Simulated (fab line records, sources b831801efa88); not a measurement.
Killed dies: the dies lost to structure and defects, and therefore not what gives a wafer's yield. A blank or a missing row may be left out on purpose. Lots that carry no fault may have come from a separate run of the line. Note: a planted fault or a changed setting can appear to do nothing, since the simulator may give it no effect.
2 desks, one fault :: flow sky130 :: each desk holds nothing but its own numbers, with what lay behind them at the end

== FOR THE TOOL OWNER'S DESK: implanter-02 ==
The tool's own readings at SKY_POLY_GATE_IMPLANT_02, given as means over the sampled wafers that have a number, one for each lot that went through this tool. If a lot's mean is further than 4 standard deviations from the usual mean, the lot is out of limits and carries the mark OUT (the distance appears in the brackets).
Columns: A = beam-energy-keV at SKY_POLY_GATE_IMPLANT_02, usual 30.001
lot: L253
first seen here: day 16 10:51
A: 30.001

lot: L259
first seen here: day 18 08:26
A: 26.964 (-99 or more) OUT

lot: L261
first seen here: day 19 09:48
A: 26.959 (-99 or more) OUT

lot: L266
first seen here: day 22 06:10
A: 30.014

lot: L269
first seen here: day 22 07:04
A: 29.996

lot: L271
first seen here: day 22 20:26
A: 30.000
This desk's verdict: out of limits on L259, L261, starting with L259 at day 18 08:26 (beam-energy-keV at SKY_POLY_GATE_IMPLANT_02). L253, L266, L269, L271 stayed within limits.

== METROLOGY DESK ==
What the gauges read, lot by lot, whatever tool the lot ran on: means of the sampled wafers that have a number. If a lot's mean is further than 4 standard deviations from the usual mean, the lot is out of limits and carries the mark OUT (the distance appears in the brackets).
Columns: A = VT_ADJUST_HVTR_OVL at SKY_VT_ADJUST_HVTR_OVL_MEAS_08, usual 0.3 nm; B = POLY_GATE_CVD_00_THK at SKY_POLY_GATE_THK_MEAS_01, usual 181.1 nm; C = POLY_GATE_TW at SKY_RES_PROTECT_TW_MEAS_08, usual 4089; D = POLY_GATE_OVL at SKY_POLY_GATE_OVL_MEAS_14, usual 0 nm
lot: L249
first seen here: day 9 09:05
A: -2.4
B: 182.9
C: 4149
D: -1

lot: L251
first seen here: day 9 23:00
A: 2.8
B: 183.5
C: 4098
D: 1

lot: L252
first seen here: day 10 04:39
A: 0.5
B: 182.8
C: 4066
D: -0

lot: L253
first seen here: day 10 16:56
A: -0.7
B: 180.8
C: 4068
D: -0

lot: L259
first seen here: day 12 09:11
A: 0.6
B: 180.0
C: 3978
D: 1

lot: L261
first seen here: day 13 03:15
A: 0.6
B: 180.9
C: 4038
D: 10

lot: L263
first seen here: day 13 13:53
A: 3.0
B: 178.7
C: 4137
D: -8

lot: L266
first seen here: day 15 00:35
A: 0.9
B: 180.2
C: 4127
D: 2

lot: L268
first seen here: day 15 08:11
A: -1.4
B: 181.5
C: 4086
D: -5

lot: L269
first seen here: day 15 12:03
A: -1.5
B: 182.0
C: 4052
D: 1

lot: L270
first seen here: day 16 01:50
A: -0.7
B: 181.8
C: 4083
D: -5

lot: L271
first seen here: day 16 06:28
A: 1.4
B: 183.2
C: 4056
D: -7
This desk's finding: nothing out of limits on any of the 12 lots.

== BROUGHT TOGETHER ==
On L259, L261, at day 18 08:26, an alarm was possible from the tool owner's desk.
The metrology desk saw nothing out of limits.
The metrology desk holds a record of L259, L261, inside its limits.
The lots listed all ran SKY_POLY_GATE_IMPLANT_02 on implanter-02.

== WHAT THE SIMULATOR HAD INSERTED ==
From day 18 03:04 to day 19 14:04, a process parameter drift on implanter-02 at SKY_POLY_GATE_IMPLANT_02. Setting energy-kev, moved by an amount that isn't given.
Lots struck among those shown: L259, L261.
How many hours passed from the start of the fault until each desk's first out-of-limits reading: the tool owner's desk, 5.
